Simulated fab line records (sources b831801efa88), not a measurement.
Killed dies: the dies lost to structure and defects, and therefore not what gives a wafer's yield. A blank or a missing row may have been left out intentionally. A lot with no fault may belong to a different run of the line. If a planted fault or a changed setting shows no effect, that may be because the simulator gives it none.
What tool caused it? -- flow gf180mcu -- 14 lots, 42 wafers sampled, at 3 steps of a route of 602

## WHAT EACH GAUGE READ, for each wafer
GF_HV_LDD_TW_MEAS_11. Usual: HV_LDD_TW gives 2424 (standard deviation 15).
lot,measured,on,HV_LDD_TW,flag
L479,day 10 08:49,film metro-03,2411 2408 2413,
L480,day 10 11:32,film metro-04,2433 2429 2424,
L481,day 10 16:45,film metro-03,2403 2411 2405,
L482,day 10 16:55,film metro-04,2432 2422 2422,
L483,day 11 16:19,film metro-04,2433 2446 2436,
L485,day 12 05:14,film metro-04,2452 2438 2437,
L486,day 12 17:04,film metro-03,2407 2403 2412,
L487,day 12 23:56,film metro-04,2429 2435 2420,
L488,day 13 04:34,film metro-04,2428 2430 2413,
L494,day 14 17:11,film metro-04,2431 2444 2425,
L501,day 16 16:44,film metro-02,2405 2405 2414,

## TOOL THAT RAN EACH LOT (tool first, then ch and the chambers of the sampled wafers, then the start)
lot,GF_VT_IMPLANT_STRIP_31,GF_POLY_GATE_STRIP_14
L479,"plasma asher-02 ch 0,1, day 7 05:50","plasma asher-01 ch 0,1, day 9 13:31"
L480,"plasma asher-03 ch 0,1, day 7 08:14","plasma asher-03 ch 0,1, day 9 16:32"
L481,"plasma asher-03 ch 0,1, day 7 09:33","plasma asher-02 ch 0,1, day 9 20:42"
L482,"plasma asher-03 ch 0,1, day 7 13:03","plasma asher-01 ch 0,1, day 9 21:03"
L483,"plasma asher-02 ch 0,1, day 8 07:37","plasma asher-01 ch 0,1, day 10 17:42"
L485,"plasma asher-03 ch 0,1, day 8 16:42","plasma asher-01 ch 0,1, day 11 05:55"
L486,"plasma asher-04 ch 0,1, day 9 01:25","plasma asher-02 ch 0,1, day 11 16:37"
L487,"plasma asher-03 ch 0,1, day 9 10:22","plasma asher-03 ch 0,1, day 12 00:00"
L488,"plasma asher-04 ch 0,1, day 9 14:20","plasma asher-02 ch 0,1, day 12 07:42"
L490,"plasma asher-02 ch 0,1, day 10 00:15","plasma asher-01 ch 0,1, day 12 19:46"
L491,"plasma asher-04 ch 0,1, day 10 06:34","plasma asher-03 ch 0,1, day 13 02:17"
L492,"plasma asher-02 ch 0,1, day 10 13:59","plasma asher-01 ch 0,1, day 13 05:47"
L494,"plasma asher-03 ch 0,1, day 10 23:41","plasma asher-02 ch 0,1, day 13 18:24"
L501,"plasma asher-02 ch 0,1, day 12 20:02","plasma asher-01 ch 0,1, day 15 14:24"
- GF_VT_IMPLANT_STRIP_31: strips in O2/N2.
- GF_POLY_GATE_STRIP_14: strips in O2/N2.

## WHAT THE TOOLS THEMSELVES READ (means of the sampled wafers that have a number; where no wafer has one, the mark that the record gives instead)
GF_VT_IMPLANT_STRIP_31. Usual: chamber pressure mTorr 1500.2 mTorr, standard deviation 1.3; drypump motor current A 5.8 A, standard deviation 0.45; heater power w 306 W, standard deviation 47; oes product au 0.716 a.u., standard deviation 0.0046; strip time to endpoint s 12.63 s, standard deviation 0.034.
lot,tool,chamber pressure mTorr (mTorr),drypump motor current A (A),heater power w (W),oes product au (a.u.),strip time to endpoint s (s),flag
L479,plasma asher-02,1498.6,5.8,359,0.716,12.63,
L480,plasma asher-03,1499.0,6.0,252,0.715,12.64,
L481,plasma asher-03,1501.2,6.0,253,0.720,12.63,
L482,plasma asher-03,1500.0,6.0,255,0.711,12.63,
L483,plasma asher-02,1500.3,5.8,355,0.716,12.58,
L485,plasma asher-03,1500.9,5.6,261,0.718,12.62,
L486,plasma asher-04,1500.1,5.8,328,0.717,12.66,
L487,plasma asher-03,1500.3,6.0,251,0.715,12.61,
L488,plasma asher-04,1499.8,5.8,321,0.716,12.72,
L490,plasma asher-02,1500.4,5.9,359,0.716,12.61,
L491,plasma asher-04,1499.5,5.8,326,0.715,12.69,
L492,plasma asher-02,1499.9,5.8,352,0.716,12.65,
L494,plasma asher-03,1499.7,6.0,253,0.718,12.63,
L501,plasma asher-02,1500.7,5.8,354,0.716,12.57,

GF_POLY_GATE_STRIP_14. Usual: chamber pressure mTorr 1499.9 mTorr, standard deviation 1.4; drypump motor current A 5.7 A, standard deviation 0.37; heater power w 309 W, standard deviation 40; oes product au 0.505 a.u., standard deviation 0.0047.
lot,tool,chamber pressure mTorr (mTorr),drypump motor current A (A),heater power w (W),oes product au (a.u.),flag
L479,plasma asher-01,1499.1,5.5,308,0.504,
L480,plasma asher-03,1498.0,6.0,250,0.510,
L481,plasma asher-02,1500.0,5.8,350,0.502,
L482,plasma asher-01,1499.7,5.6,322,0.502,
L483,plasma asher-01,1500.0,5.5,310,0.510,
L485,plasma asher-01,1500.6,5.5,316,0.503,
L486,plasma asher-02,1499.2,5.8,352,0.509,
L487,plasma asher-03,1500.4,6.0,254,0.503,
L488,plasma asher-02,1499.0,5.9,359,0.504,
L490,plasma asher-01,-,-,-,-,OFF
L491,plasma asher-03,-,-,-,-,OFF
L492,plasma asher-01,-,-,-,-,OFF
L494,plasma asher-02,1499.6,5.7,354,0.500,
L501,plasma asher-01,1500.3,5.5,314,0.501,

## THE ANSWER, worked out from the rows above alone
Rule: lot off if the mean of its wafers having a number is beyond 3 standard deviations from the usual mean. Also off: a lot with no number at a reading for which 4 or more lots have one. Where the step has rows for the other lots, those lots are counted as sound. After the gauges, taken in route order, come the tools' own readings; for these a lot's mean is taken, as printed above. At the first step where some lot is off, the reading lying furthest off is the one used; lots without a number count as furthest.
Off, at GF_POLY_GATE_STRIP_14 on chamber pressure mTorr: L490, L491, L492. Without a number there: L490, L491, L492.
If a tool, at that step or one of the process steps before it, ran each lot that is off and ran no sound lot following the first of them, it fits. No candidate that was tried fits.

## WHAT WAS PUT IN BY THE SIMULATOR
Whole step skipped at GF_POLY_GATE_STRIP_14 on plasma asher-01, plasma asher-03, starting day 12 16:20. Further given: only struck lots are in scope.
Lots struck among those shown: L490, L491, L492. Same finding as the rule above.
